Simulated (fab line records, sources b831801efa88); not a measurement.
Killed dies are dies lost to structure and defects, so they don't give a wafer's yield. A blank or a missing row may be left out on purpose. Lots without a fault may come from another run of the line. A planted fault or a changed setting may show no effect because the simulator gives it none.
Chamber matching | flow gf180mcu | GF_V4_CMP_04 on cmp-01: 4 sister chambers
The step polishes SiO2. 14 wafers are shown with their chamber, then 7 later ones without.

WAFERS WITH THEIR CHAMBER
wafer  | chamber | motor_current_A (A) | time_to_endpoint_s (s)
L275.2 | 2       | 10.8                | 70
L275.3 | 3       | 12.0                | 65
L275.5 | 1       | 13.3                | 81
L280.2 | 1       | 12.4                | 76
L280.4 | 0       | 9.6                 | 75
L280.6 | 0       | 9.5                 | 75
L282.1 | 3       | 11.4                | 74
L282.5 | 1       | 12.9                | 81
L282.6 | 2       | 10.5                | 85
L281.1 | 0       | 9.9                 | 67
L281.3 | 3       | 11.7                | 72
L281.4 | 2       | 10.4                | 77
L294.3 | 3       | 11.5                | 71
L294.4 | 0       | 10.4                | 82

SIGNATURES (means of the wafers above)
reading            | chamber 0 | chamber 1 | chamber 2 | chamber 3 | scatter within a chamber
motor_current_A    | 9.850     | 12.867    | 10.567    | 11.650    | 0.345
time_to_endpoint_s | 74.75     | 79.33     | 77.33     | 70.50     | 5.36
Rule: a wafer's distance from a chamber is the root of the sum, over the readings, of the square of ((its reading less the chamber's mean) divided by the reading's scatter). The wafer belongs to the nearest chamber; if the next one is less than 2 further off, it can't be placed. The scatter: the root of (the sum of the squares of (reading less its chamber's mean) over the shown wafers, divided by (wafers less chambers)).

WAFERS WITHOUT THEIR CHAMBER
wafer  | motor_current_A (A) | time_to_endpoint_s (s)
L294.6 | 10.7                | 78
L295.2 | 11.1                | 66
L295.3 | 12.3                | 64
L295.5 | 11.0                | 74
L297.1 | 12.5                | 70
L297.2 | 10.7                | 74
L297.4 | 10.8                | 77

WHICH CHAMBER EACH WENT THROUGH
wafer  | from the rows above          | in truth
L294.6 | 2                            | 2
L295.2 | can't be placed: 3 or 2      | 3
L295.3 | can't be placed: 3 or 1      | 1
L295.5 | can't be placed: 2 or 3 or 0 | 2
L297.1 | can't be placed: 1 or 3      | 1
L297.2 | can't be placed: 2 or 0      | 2
L297.4 | 2                            | 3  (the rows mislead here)
Placed correctly: 1 of 7. Can't be placed from these rows: 5 (the true chamber is among the candidates in 5). Placed wrongly: 1.
